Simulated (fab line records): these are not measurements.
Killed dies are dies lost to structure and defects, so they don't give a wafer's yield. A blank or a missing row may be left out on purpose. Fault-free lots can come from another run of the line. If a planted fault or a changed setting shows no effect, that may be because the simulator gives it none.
A lot that was struck, set against a sound lot | flow sky130 | 18 out of 708 route steps
Sound: these wafers, L293.1, L293.4, L293.5. Wafers L296.1, L296.2, L296.5 were the ones struck. Last of all comes the cause.
Each step with rows lists, per side, the tool, then ch with its chambers, then its first start. Under that, the readings that differ: sound wafers | struck wafers | difference of the means | sigmas: that difference in standard deviations of wafers without a fault.
alike: readings whose means differ by less than 2 such deviations, and words and numbers that are the same on both sides. not compared: withheld readings, readings that some wafer has no value for, bounds like >300 that may hide the same value, and numbers for which the record gives no deviation and whose values overlap.
The two part at a step that has a row with sigmas, a row that says differs or no value, or rows on one side only. Numbers that have no deviation but don't overlap get no sigmas and don't part them. A reading missing from all wafers of one side parts the sides only when that side holds two or more wafers.

first, 3 steps without rows for these wafers: SKY_VIA2_EXPOSE_09 (exposes mask VIM2, target cd 200 nm); SKY_VIA2_PEB_10; SKY_VIA2_DEVELOP_11 (develop time 60 s).
SKY_VIA2_CD_MEAS_12 targets a cd of 200 nm.
  sound on cdSem-02, day 39 09:37; struck on cdSem-01, day 40 07:43
  alike: cdNm
SKY_VIA2_OVL_MEAS_13:
  sound on overlay-01, day 39 09:44; struck on overlay-01, day 40 07:50
  alike: VIA2_OVL
SKY_VIA2_ETCH_14: etches BARC in N2/H2, stops on SiO2, time 45.9 s, target depth 60 nm.
  sound on rieDiel-02 ch 1,3, day 39 09:47; struck on rieDiel-02 ch 0,1, day 40 07:52
  alike: drypumpMotorCurrentA, oesProductAu, throttleValvePct
  not compared: rfHoursCounterH
SKY_VIA2_ETCH_15: etches SiO2 in C4F8/O2/Ar, stops on TiN, target depth 546 nm, time 84 s.
  sound on rieDiel-02 ch 1,3, day 39 09:49; struck on rieDiel-02 ch 0,1, day 40 07:55
  alike: oesProductAu
  not compared: rfHoursCounterH
SKY_VIA2_STRIP_16: strips in O2/N2.
  sound on plasmaAsher-02 ch 0,1, day 39 09:53; struck on plasmaAsher-03 ch 0,1, day 40 07:58
  alike: drypumpMotorCurrentA, oesProductAu, stripTimeToEndpointS
  not compared: rfHoursCounterH
then, 3 steps without rows for these wafers: SKY_VIA2_STRIP_17 (strips in post etch residue remover, time 1200 s); SKY_VIA2_CLEAN_18 (cleans in IPA, time 180 s); SKY_VIA2_CLEAN_19 (cleans in O3/DIW).
SKY_VIA2_SPUTTER_20: material TiN, target thk 20 nm, time 80 s.
  sound on pvdSputter-01, day 39 10:29; struck on pvdSputter-03, day 40 08:55
reading              | sound          | struck         | difference | sigmas
throttleValvePct (%) | 29.5 28.7 28.5 | 31.0 30.6 30.6 | +1.8       | +2
SKY_VIA2_CVD_21: deposits W, target thk 420 nm, time 126.4 s.
  sound on cvdW-02 ch 1, day 39 10:32; struck on cvdW-02 ch 0,1, day 40 08:58
reading                           | sound                | struck               | difference | sigmas
susceptorTempC (C)                | 400.04 400.11 400.11 | 407.24 406.92 407.19 | +7.03      | +37
model.W_of_VIA2_CVD_21.thkNm (nm) | 415.4 415.6 417.7    | 469 467.7 465.7      | +51        | 
  alike: heaterPowerW
SKY_VIA2_RS_MEAS_22: measurement is done with a four-point probe.
  sound on filmMetro-02, day 39 10:40; struck on filmMetro-03, day 40 09:06
reading            | sound             | struck            | difference | sigmas
VIA2_W_RS (ohm/sq) | 0.276 0.277 0.275 | 0.244 0.245 0.246 | -0.031     | -9
SKY_VIA2_THK_MEAS_23: measures by xrf.
  sound on filmMetro-02, day 39 10:47; struck on filmMetro-03, day 40 09:13
reading         | sound       | struck      | difference | sigmas
VIA2_W_THK (nm) | 413 413 414 | 483 482 480 | +68        | +11
SKY_VIA2_CMP_24: polishes, stops on SiO2, t overpolish 20 s, target thk 0 nm.
  sound on cmp-02 ch 0,2,3, day 39 10:54; struck on cmp-02 ch 0,3, day 40 09:17
reading             | sound      | struck      | difference | sigmas
timeToEndpointS (s) | 106 108 99 | 110 125 125 | +16        | +3
  alike: headPressurePsi, motorCurrentA
SKY_METAL3_SPUTTER_00: material Ti, target thk 15 nm, time 10 s.
  sound on pvdSputter-04, day 39 11:09; struck on pvdSputter-04, day 40 09:35
  alike: throttleValvePct
-- the record jumps here: 9 days lie between the struck wafers' starts before and after (it left off in module METAL3 and takes up again in module PAD_OPEN, whose first step shown is number 708 of the route) --
SKY_PAD_OPEN_PROBE_99:
  sound on prober-01, day 48 05:47; struck on prober-01, day 48 22:56
  alike: defectLimitedYield, killed_at_M0_to_M3, killed_at_M4_up, killedAtContacts, killedAtFrontEnd, killedAtOther, killedDies, killedOpen, killedShort, sort_bin_3_pad_short, sort_bin_5_function, sort_bin_6_memory, sort_bin_8_speed, sortNPass, sortYieldPct

== WHERE THEY PART ==
At SKY_VIA2_SPUTTER_20 first; at SKY_VIA2_CMP_24 last (within this record only). Later steps at which nothing parts them and some readings are alike: SKY_METAL3_SPUTTER_00, SKY_PAD_OPEN_PROBE_99.

WHY: what the simulator had put in
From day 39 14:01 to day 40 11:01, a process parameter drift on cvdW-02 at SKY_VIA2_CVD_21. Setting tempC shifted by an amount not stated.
